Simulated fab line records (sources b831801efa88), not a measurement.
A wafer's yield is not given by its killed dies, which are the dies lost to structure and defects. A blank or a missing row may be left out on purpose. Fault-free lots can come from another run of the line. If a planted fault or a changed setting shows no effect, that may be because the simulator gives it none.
Chamber matching    flow sky130    4 sister chambers for SKY_LI_CONTACT_ETCH_14 on rie diel-02
The step etches BARC in N2/H2, stops on SiO2, time 45.9 s, target depth 60 nm. 4 wafers are shown with their chamber, then 8 later ones without.

EACH WAFER AND ITS CHAMBER
wafer   chamber  drypump motor current A (A)
L367.6  1        5.7
L369.2  3        5.7
L369.3  2        6.2
L371.1  0        6.3

WAFERS WITH NO CHAMBER GIVEN
wafer   drypump motor current A (A)
L371.2  5.6
L371.5  6.3
L376.2  5.7
L376.5  5.6
L376.6  6.3
L378.2  5.6
L378.4  5.7
L378.5  6.3

EACH ONE'S CHAMBER
wafer   from the rows above      in truth
L371.2  can't be placed: 1 or 3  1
L371.5  can't be placed: 0 or 2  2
L376.2  can't be placed: 1 or 3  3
L376.5  can't be placed: 1 or 3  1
L376.6  can't be placed: 0 or 2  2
L378.2  can't be placed: 1 or 3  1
L378.4  can't be placed: 1 or 3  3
L378.5  can't be placed: 0 or 2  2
Correct placement for 0 of the 8. Cannot be placed on the basis of these rows: 8; the candidates contain the true chamber in 8. Placed wrongly: 0.
How it was worked out, from the rows above alone: a wafer's distance from a chamber is the root of the sum, over the readings, of the square of ((its reading less the chamber's mean) divided by the reading's scatter). If the next closest chamber is less than 2 further off than the closest, the wafer can't be placed; otherwise it belongs to the closest. A chamber's mean is the mean of its shown wafers. The scatter (one wafer shown for each chamber): square how far every hidden wafer sits from the nearest shown wafer, average those squares and take the square root.
